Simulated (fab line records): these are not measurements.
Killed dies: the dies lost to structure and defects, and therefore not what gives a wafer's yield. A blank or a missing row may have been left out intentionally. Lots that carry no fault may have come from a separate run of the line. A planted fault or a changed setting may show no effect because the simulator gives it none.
Which tool is to blame? || flow gf180mcu || 12 lots with 36 wafers sampled at 5 steps, on a route of 602 steps

WHAT THE GAUGES SHOWED, per wafer
Not one reading of a measure or inspect step in the record can be checked against a usual standard deviation.

EACH LOT AND THE TOOL THAT RAN IT (in order: tool; ch and the chambers of the sampled wafers; start)
{"lot": "L535", "GF_PSD_COAT_02": "litho-track-02 ch 0, day 14 01:20", "GF_PSD_STRIP_10": "plasma-asher-01 ch 0,1, day 14 11:59", "GF_M1_SPUTTER_00": "pvd-sputter-03, day 16 10:36", "GF_M1_METAL_ETCH_16": "rie-metal-03 ch 0,1, day 17 09:33", "GF_V1_CMP_04": "cmp-01 ch 0,1,2, day 17 10:30"}
{"lot": "L536", "GF_PSD_COAT_02": "litho-track-04 ch 0, day 14 06:01", "GF_PSD_STRIP_10": "plasma-asher-02 ch 1, day 14 16:58", "GF_M1_SPUTTER_00": "pvd-sputter-03, day 16 15:28", "GF_M1_METAL_ETCH_16": "rie-metal-03 ch 0, day 17 14:59", "GF_V1_CMP_04": "cmp-02 ch 1,3, day 17 15:56"}
{"lot": "L537", "GF_PSD_COAT_02": "litho-track-01 ch 0, day 14 12:49", "GF_PSD_STRIP_10": "plasma-asher-02 ch 0,1, day 14 23:29", "GF_M1_SPUTTER_00": "pvd-sputter-02, day 16 22:51", "GF_M1_METAL_ETCH_16": "rie-metal-04 ch 0,1, day 17 21:29", "GF_V1_CMP_04": "cmp-02 ch 0,2, day 17 22:24"}
{"lot": "L538", "GF_PSD_COAT_02": "litho-track-02 ch 0, day 14 21:42", "GF_PSD_STRIP_10": "plasma-asher-02 ch 0,1, day 15 08:43", "GF_M1_SPUTTER_00": "pvd-sputter-02, day 17 08:58", "GF_M1_METAL_ETCH_16": "rie-metal-03 ch 0,1, day 18 08:26", "GF_V1_CMP_04": "cmp-02 ch 0,1,3, day 18 09:27"}
{"lot": "L539", "GF_PSD_COAT_02": "litho-track-02 ch 0, day 15 01:50", "GF_PSD_STRIP_10": "plasma-asher-02 ch 0,1, day 15 12:52", "GF_M1_SPUTTER_00": "pvd-sputter-02, day 17 13:07", "GF_M1_METAL_ETCH_16": "rie-metal-03 ch 0,1, day 18 13:40", "GF_V1_CMP_04": "cmp-02 ch 0,1,3, day 18 14:34"}
{"lot": "L543", "GF_PSD_COAT_02": "litho-track-04 ch 0, day 16 11:37", "GF_PSD_STRIP_10": "plasma-asher-03 ch 0,1, day 16 23:26", "GF_M1_SPUTTER_00": "pvd-sputter-03, day 19 02:04", "GF_M1_METAL_ETCH_16": "rie-metal-04 ch 0,1, day 20 02:45", "GF_V1_CMP_04": "cmp-02 ch 0,1,2, day 20 03:44"}
{"lot": "L545", "GF_PSD_COAT_02": "litho-track-04 ch 0, day 17 08:55", "GF_PSD_STRIP_10": "plasma-asher-01 ch 0,1, day 17 20:51", "GF_M1_SPUTTER_00": "pvd-sputter-02, day 20 00:28", "GF_M1_METAL_ETCH_16": "rie-metal-03 ch 0, day 21 00:56", "GF_V1_CMP_04": "cmp-02 ch 0,2, day 21 01:56"}
{"lot": "L552", "GF_PSD_COAT_02": "litho-track-01 ch 0, day 20 01:05", "GF_PSD_STRIP_10": "plasma-asher-01 ch 0,1, day 20 13:37", "GF_M1_SPUTTER_00": "pvd-sputter-02, day 22 17:16", "GF_M1_METAL_ETCH_16": "rie-metal-04 ch 0,1, day 23 17:02", "GF_V1_CMP_04": "cmp-02 ch 0,1,2, day 23 17:56"}
{"lot": "L553", "GF_PSD_COAT_02": "litho-track-04 ch 0, day 20 06:26", "GF_PSD_STRIP_10": "plasma-asher-01 ch 0,1, day 20 19:37", "GF_M1_SPUTTER_00": "pvd-sputter-02, day 22 21:51", "GF_M1_METAL_ETCH_16": "rie-metal-03 ch 0,1, day 23 21:05", "GF_V1_CMP_04": "cmp-02 ch 1,3, day 23 21:59"}
{"lot": "L554", "GF_PSD_COAT_02": "litho-track-04 ch 0, day 20 15:47", "GF_PSD_STRIP_10": "plasma-asher-01 ch 0,1, day 21 04:13", "GF_M1_SPUTTER_00": "pvd-sputter-02, day 23 06:08", "GF_M1_METAL_ETCH_16": "rie-metal-02 ch 0,1, day 24 05:06", "GF_V1_CMP_04": "cmp-01 ch 0,1,3, day 24 06:01"}
{"lot": "L555", "GF_PSD_COAT_02": "litho-track-04 ch 0, day 21 01:33", "GF_PSD_STRIP_10": "plasma-asher-03 ch 0,1, day 21 13:20", "GF_M1_SPUTTER_00": "pvd-sputter-03, day 23 14:27", "GF_M1_METAL_ETCH_16": "rie-metal-04 ch 0,1, day 24 13:26", "GF_V1_CMP_04": "cmp-02 ch 0,1,2, day 24 14:22"}
{"lot": "L558", "GF_PSD_COAT_02": "litho-track-04 ch 0, day 22 00:51", "GF_PSD_STRIP_10": "plasma-asher-01 ch 0,1, day 22 12:32", "GF_M1_SPUTTER_00": "pvd-sputter-02, day 24 13:31", "GF_M1_METAL_ETCH_16": "rie-metal-04 ch 0,1, day 25 10:56", "GF_V1_CMP_04": "cmp-01 ch 0,1,2, day 25 11:50"}
- GF_PSD_COAT_02: resist thk 1000 nm.
- GF_PSD_STRIP_10: strips in O2/N2.
- GF_M1_SPUTTER_00: material Ti, target thk 37.5 nm, time 150 s.
- GF_M1_METAL_ETCH_16: etches the open film in Cl2/BCl3, stops on SiO2, target depth 627.5 nm, time 104.6 s.
- GF_V1_CMP_04: polishes SiO2.

WHAT THE TOOLS THEMSELVES READ (means of the sampled wafers that have a number; where no wafer has one, the mark that the record gives instead)
GF_PSD_COAT_02. Usual: spin-speed-rpm at 3000.1 rpm, with a standard deviation of 2.2.
{"lot": "L535", "tool": "litho-track-02", "spin-speed-rpm (rpm)": 3003.5, "flag": ""}
{"lot": "L536", "tool": "litho-track-04", "spin-speed-rpm (rpm)": 2999.6, "flag": ""}
{"lot": "L537", "tool": "litho-track-01", "spin-speed-rpm (rpm)": 3000.7, "flag": ""}
{"lot": "L538", "tool": "litho-track-02", "spin-speed-rpm (rpm)": 2999.1, "flag": ""}
{"lot": "L539", "tool": "litho-track-02", "spin-speed-rpm (rpm)": 2998.6, "flag": ""}
{"lot": "L543", "tool": "litho-track-04", "spin-speed-rpm (rpm)": 3200.2, "flag": "OFF"}
{"lot": "L545", "tool": "litho-track-04", "spin-speed-rpm (rpm)": 3199.7, "flag": "OFF"}
{"lot": "L552", "tool": "litho-track-01", "spin-speed-rpm (rpm)": 3001.1, "flag": ""}
{"lot": "L553", "tool": "litho-track-04", "spin-speed-rpm (rpm)": 2997.4, "flag": ""}
{"lot": "L554", "tool": "litho-track-04", "spin-speed-rpm (rpm)": 2999.0, "flag": ""}
{"lot": "L555", "tool": "litho-track-04", "spin-speed-rpm (rpm)": 2999.8, "flag": ""}
{"lot": "L558", "tool": "litho-track-04", "spin-speed-rpm (rpm)": 3001.5, "flag": ""}

GF_PSD_STRIP_10. Usual: chamber-pressure-mTorr 1500.1 mTorr, standard deviation 1.3; drypump-motor-current-A 5.9 A, standard deviation 0.5; heater-power-w 306 W, standard deviation 22; oes-product-au 0.591 a.u., standard deviation 0.0041; strip-time-to-endpoint-s 16.54 s, standard deviation 0.041.
{"lot": "L535", "tool": "plasma-asher-01", "chamber-pressure-mTorr (mTorr)": 1499.7, "drypump-motor-current-A (A)": 5.9, "heater-power-w (W)": 296, "oes-product-au (a.u.)": 0.590, "strip-time-to-endpoint-s (s)": 16.46, "flag": ""}
{"lot": "L536", "tool": "plasma-asher-02", "chamber-pressure-mTorr (mTorr)": 1500.3, "drypump-motor-current-A (A)": 5.4, "heater-power-w (W)": 322, "oes-product-au (a.u.)": 0.593, "strip-time-to-endpoint-s (s)": 16.56, "flag": ""}
{"lot": "L537", "tool": "plasma-asher-02", "chamber-pressure-mTorr (mTorr)": 1499.9, "drypump-motor-current-A (A)": 6.1, "heater-power-w (W)": 300, "oes-product-au (a.u.)": 0.592, "strip-time-to-endpoint-s (s)": 16.58, "flag": ""}
{"lot": "L538", "tool": "plasma-asher-02", "chamber-pressure-mTorr (mTorr)": 1499.1, "drypump-motor-current-A (A)": 5.8, "heater-power-w (W)": 304, "oes-product-au (a.u.)": 0.594, "strip-time-to-endpoint-s (s)": 16.54, "flag": ""}
{"lot": "L539", "tool": "plasma-asher-02", "chamber-pressure-mTorr (mTorr)": 1498.9, "drypump-motor-current-A (A)": 6.2, "heater-power-w (W)": 300, "oes-product-au (a.u.)": 0.589, "strip-time-to-endpoint-s (s)": 16.48, "flag": ""}
{"lot": "L543", "tool": "plasma-asher-03", "chamber-pressure-mTorr (mTorr)": 1500.2, "drypump-motor-current-A (A)": 5.6, "heater-power-w (W)": 336, "oes-product-au (a.u.)": 0.590, "strip-time-to-endpoint-s (s)": 16.12, "flag": "OFF"}
{"lot": "L545", "tool": "plasma-asher-01", "chamber-pressure-mTorr (mTorr)": 1499.9, "drypump-motor-current-A (A)": 5.9, "heater-power-w (W)": 296, "oes-product-au (a.u.)": 0.586, "strip-time-to-endpoint-s (s)": 16.16, "flag": "OFF"}
{"lot": "L552", "tool": "plasma-asher-01", "chamber-pressure-mTorr (mTorr)": 1500.9, "drypump-motor-current-A (A)": 5.9, "heater-power-w (W)": 296, "oes-product-au (a.u.)": 0.591, "strip-time-to-endpoint-s (s)": 16.55, "flag": ""}
{"lot": "L553", "tool": "plasma-asher-01", "chamber-pressure-mTorr (mTorr)": 1499.2, "drypump-motor-current-A (A)": 5.9, "heater-power-w (W)": 293, "oes-product-au (a.u.)": 0.591, "strip-time-to-endpoint-s (s)": 16.54, "flag": ""}
{"lot": "L554", "tool": "plasma-asher-01", "chamber-pressure-mTorr (mTorr)": 1500.2, "drypump-motor-current-A (A)": 5.9, "heater-power-w (W)": 299, "oes-product-au (a.u.)": 0.587, "strip-time-to-endpoint-s (s)": 16.55, "flag": ""}
{"lot": "L555", "tool": "plasma-asher-03", "chamber-pressure-mTorr (mTorr)": 1500.8, "drypump-motor-current-A (A)": 5.2, "heater-power-w (W)": 331, "oes-product-au (a.u.)": 0.591, "strip-time-to-endpoint-s (s)": 16.62, "flag": ""}
{"lot": "L558", "tool": "plasma-asher-01", "chamber-pressure-mTorr (mTorr)": 1500.5, "drypump-motor-current-A (A)": 5.9, "heater-power-w (W)": 300, "oes-product-au (a.u.)": 0.592, "strip-time-to-endpoint-s (s)": 16.61, "flag": ""}

GF_M1_SPUTTER_00. Usual: throttle-valve-pct at 30.2 %, with a standard deviation of 1.3.
{"lot": "L535", "tool": "pvd-sputter-03", "throttle-valve-pct (%)": 29.8, "flag": ""}
{"lot": "L536", "tool": "pvd-sputter-03", "throttle-valve-pct (%)": 30.0, "flag": ""}
{"lot": "L537", "tool": "pvd-sputter-02", "throttle-valve-pct (%)": 31.6, "flag": ""}
{"lot": "L538", "tool": "pvd-sputter-02", "throttle-valve-pct (%)": 29.9, "flag": ""}
{"lot": "L539", "tool": "pvd-sputter-02", "throttle-valve-pct (%)": 31.4, "flag": ""}
{"lot": "L543", "tool": "pvd-sputter-03", "throttle-valve-pct (%)": 29.4, "flag": ""}
{"lot": "L545", "tool": "pvd-sputter-02", "throttle-valve-pct (%)": 30.8, "flag": ""}
{"lot": "L552", "tool": "pvd-sputter-02", "throttle-valve-pct (%)": 30.5, "flag": ""}
{"lot": "L553", "tool": "pvd-sputter-02", "throttle-valve-pct (%)": 31.6, "flag": ""}
{"lot": "L554", "tool": "pvd-sputter-02", "throttle-valve-pct (%)": 30.5, "flag": ""}
{"lot": "L555", "tool": "pvd-sputter-03", "throttle-valve-pct (%)": 29.9, "flag": ""}
{"lot": "L558", "tool": "pvd-sputter-02", "throttle-valve-pct (%)": 29.9, "flag": ""}

GF_M1_METAL_ETCH_16. Usual: chamber-pressure-mTorr 8.001 mTorr, standard deviation 0.0082; drypump-motor-current-A 5.84 A, standard deviation 0.24; oes-product-au 0.969 a.u., standard deviation 0.0064; rf-fwd-power-W 795.8 W, standard deviation 2.8; throttle-valve-pct 28.254 %, standard deviation 0.011.
{"lot": "L535", "tool": "rie-metal-03", "chamber-pressure-mTorr (mTorr)": 8.004, "drypump-motor-current-A (A)": 5.69, "oes-product-au (a.u.)": 0.968, "rf-fwd-power-W (W)": 797.1, "throttle-valve-pct (%)": 28.255, "flag": ""}
{"lot": "L536", "tool": "rie-metal-03", "chamber-pressure-mTorr (mTorr)": 8.001, "drypump-motor-current-A (A)": 5.99, "oes-product-au (a.u.)": 0.966, "rf-fwd-power-W (W)": 795.5, "throttle-valve-pct (%)": 28.250, "flag": ""}
{"lot": "L537", "tool": "rie-metal-04", "chamber-pressure-mTorr (mTorr)": 8.000, "drypump-motor-current-A (A)": 5.78, "oes-product-au (a.u.)": 0.968, "rf-fwd-power-W (W)": 799.7, "throttle-valve-pct (%)": 28.255, "flag": ""}
{"lot": "L538", "tool": "rie-metal-03", "chamber-pressure-mTorr (mTorr)": 7.999, "drypump-motor-current-A (A)": 5.83, "oes-product-au (a.u.)": 0.972, "rf-fwd-power-W (W)": 796.0, "throttle-valve-pct (%)": 28.262, "flag": ""}
{"lot": "L539", "tool": "rie-metal-03", "chamber-pressure-mTorr (mTorr)": 7.995, "drypump-motor-current-A (A)": 5.83, "oes-product-au (a.u.)": 0.969, "rf-fwd-power-W (W)": 794.2, "throttle-valve-pct (%)": 28.257, "flag": ""}
{"lot": "L543", "tool": "rie-metal-04", "chamber-pressure-mTorr (mTorr)": 8.000, "drypump-motor-current-A (A)": 5.79, "oes-product-au (a.u.)": 0.966, "rf-fwd-power-W (W)": 797.5, "throttle-valve-pct (%)": 28.251, "flag": ""}
{"lot": "L545", "tool": "rie-metal-03", "chamber-pressure-mTorr (mTorr)": 8.001, "drypump-motor-current-A (A)": 5.98, "oes-product-au (a.u.)": 0.963, "rf-fwd-power-W (W)": 798.2, "throttle-valve-pct (%)": 28.267, "flag": ""}
{"lot": "L552", "tool": "rie-metal-04", "chamber-pressure-mTorr (mTorr)": 8.007, "drypump-motor-current-A (A)": 5.97, "oes-product-au (a.u.)": 0.964, "rf-fwd-power-W (W)": 793.4, "throttle-valve-pct (%)": 28.262, "flag": ""}
{"lot": "L553", "tool": "rie-metal-03", "chamber-pressure-mTorr (mTorr)": 8.013, "drypump-motor-current-A (A)": 5.82, "oes-product-au (a.u.)": 0.966, "rf-fwd-power-W (W)": 799.1, "throttle-valve-pct (%)": 28.256, "flag": ""}
{"lot": "L554", "tool": "rie-metal-02", "chamber-pressure-mTorr (mTorr)": 7.997, "drypump-motor-current-A (A)": 5.82, "oes-product-au (a.u.)": 0.965, "rf-fwd-power-W (W)": 793.8, "throttle-valve-pct (%)": 28.273, "flag": ""}
{"lot": "L555", "tool": "rie-metal-04", "chamber-pressure-mTorr (mTorr)": 8.003, "drypump-motor-current-A (A)": 5.97, "oes-product-au (a.u.)": 0.978, "rf-fwd-power-W (W)": 795.5, "throttle-valve-pct (%)": 28.249, "flag": ""}
{"lot": "L558", "tool": "rie-metal-04", "chamber-pressure-mTorr (mTorr)": 8.000, "drypump-motor-current-A (A)": 5.80, "oes-product-au (a.u.)": 0.966, "rf-fwd-power-W (W)": 796.9, "throttle-valve-pct (%)": 28.261, "flag": ""}

GF_V1_CMP_04. Usual: motor-current-A 11.9 A, standard deviation 0.95; time-to-endpoint-s 79 s, standard deviation 6.
{"lot": "L535", "tool": "cmp-01", "motor-current-A (A)": 12.5, "time-to-endpoint-s (s)": 69, "flag": ""}
{"lot": "L536", "tool": "cmp-02", "motor-current-A (A)": 12.0, "time-to-endpoint-s (s)": 86, "flag": ""}
{"lot": "L537", "tool": "cmp-02", "motor-current-A (A)": 11.9, "time-to-endpoint-s (s)": 82, "flag": ""}
{"lot": "L538", "tool": "cmp-02", "motor-current-A (A)": 11.3, "time-to-endpoint-s (s)": 73, "flag": ""}
{"lot": "L539", "tool": "cmp-02", "motor-current-A (A)": 11.2, "time-to-endpoint-s (s)": 81, "flag": ""}
{"lot": "L543", "tool": "cmp-02", "motor-current-A (A)": 11.3, "time-to-endpoint-s (s)": 79, "flag": ""}
{"lot": "L545", "tool": "cmp-02", "motor-current-A (A)": 11.3, "time-to-endpoint-s (s)": 73, "flag": ""}
{"lot": "L552", "tool": "cmp-02", "motor-current-A (A)": 11.8, "time-to-endpoint-s (s)": 80, "flag": ""}
{"lot": "L553", "tool": "cmp-02", "motor-current-A (A)": 11.7, "time-to-endpoint-s (s)": 83, "flag": ""}
{"lot": "L554", "tool": "cmp-01", "motor-current-A (A)": 12.4, "time-to-endpoint-s (s)": 78, "flag": ""}
{"lot": "L555", "tool": "cmp-02", "motor-current-A (A)": 11.8, "time-to-endpoint-s (s)": 86, "flag": ""}
{"lot": "L558", "tool": "cmp-01", "motor-current-A (A)": 12.2, "time-to-endpoint-s (s)": 80, "flag": ""}

THE ANSWER, worked out from the rows above alone
Rule: a lot counts as off when the mean over its wafers that have a number is more than 3 standard deviations away from the usual mean. Also off: a lot with no number at a reading for which 4 or more lots have one. Where the step has rows for the other lots, those lots are counted as sound. Order of review: gauges by route order, followed by the tools' own readings, for which a lot's mean as printed above is used. The first step at which some lot is off is used, and at that step the reading that is off furthest; a lot without a number counts as furthest.
Off: L543, L545 (GF_PSD_COAT_02, spin-speed-rpm).
If a tool, at that step or one of the process steps before it, ran each lot that is off and ran no sound lot following the first of them, it fits. None of those tried fits.

WHAT HAD BEEN PUT IN BY THE SIMULATOR
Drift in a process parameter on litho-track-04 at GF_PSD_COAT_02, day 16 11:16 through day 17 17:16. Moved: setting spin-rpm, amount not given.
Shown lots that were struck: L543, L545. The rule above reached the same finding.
